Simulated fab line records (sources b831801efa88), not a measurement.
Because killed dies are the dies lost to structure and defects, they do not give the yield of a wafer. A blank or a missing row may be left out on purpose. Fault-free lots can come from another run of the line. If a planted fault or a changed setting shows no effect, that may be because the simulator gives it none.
Which tool did it? :: flow sfqLine :: route of 325 steps, sampled at 1 step: 14 lots, 40 wafers

## WHAT THE GAUGES READ, wafer by wafer
SFQ_INCOMING_BOW_MEAS_900.
lot: L227
measured: day 2 01:00
on: filmMetro-04
INCOMING_BOW (um): 0 -1 4

lot: L228
measured: day 2 06:00
on: filmMetro-02
INCOMING_BOW (um): -4 -15 -14

lot: L229
measured: day 2 11:04
on: filmMetro-02
INCOMING_BOW (um): 0 4 9

lot: L230
measured: day 2 16:00
on: filmMetro-02
INCOMING_BOW (um): -8 -1 -6

lot: L231
measured: day 2 21:02
on: filmMetro-04
INCOMING_BOW (um): -4 14 -4

lot: L232
measured: day 3 02:01
on: filmMetro-02
INCOMING_BOW (um): 2 14 9

lot: L234
measured: day 3 12:00
on: filmMetro-03
INCOMING_BOW (um): -13 1 9

lot: L235
measured: day 3 17:00
on: filmMetro-02
INCOMING_BOW (um): -4 1 2

lot: L236
measured: day 3 22:00
on: filmMetro-04
INCOMING_BOW (um): -2 7 -1

lot: L240
measured: day 4 18:05
on: filmMetro-03
INCOMING_BOW (um): 7 0

lot: L242
measured: day 5 04:04
on: filmMetro-03
INCOMING_BOW (um): -2 -13

lot: L244
measured: day 5 14:02
on: filmMetro-04
INCOMING_BOW (um): 16 3 3

lot: L246
measured: day 6 00:00
on: filmMetro-04
INCOMING_BOW (um): -11 -4 1

lot: L247
measured: day 6 05:01
on: filmMetro-02
INCOMING_BOW (um): 4 -1 5

## EACH LOT AND THE TOOL THAT RAN IT (in order: tool; ch and the chambers of the sampled wafers; start)
The record shows no process step preceding these readings.

## WHAT THE TOOLS THEMSELVES READ (means of the sampled wafers that have a number; where no wafer has one, the mark that the record gives instead)
The record holds no such reading with a usual standard deviation.

## THE ANSWER, worked out from the rows above alone
Rule: the usual values come from the lots themselves. Put in order of their means at a reading, lots are off if they are a third of the lots or fewer, leave a main group of 4 or more, and stand apart from it by a gap of 3 or more times the standard deviation of the main group's means; of several such gaps the widest counts. A main group whose means are all the same, to the digits that the tables above print for the reading, isn't used. Also off: a lot with no number at a reading for which 4 or more lots have one. Where the step has rows for the other lots, those lots are counted as sound. Order of review: gauges by route order, followed by the tools' own readings, for which a lot's mean as printed above is used. The first step at which some lot is off is used, and at that step the reading that is off furthest; a lot without a number counts as furthest.
No lot is off at any reading shown: from this, nothing can be told.

## WHAT THE SIMULATOR PUT IN
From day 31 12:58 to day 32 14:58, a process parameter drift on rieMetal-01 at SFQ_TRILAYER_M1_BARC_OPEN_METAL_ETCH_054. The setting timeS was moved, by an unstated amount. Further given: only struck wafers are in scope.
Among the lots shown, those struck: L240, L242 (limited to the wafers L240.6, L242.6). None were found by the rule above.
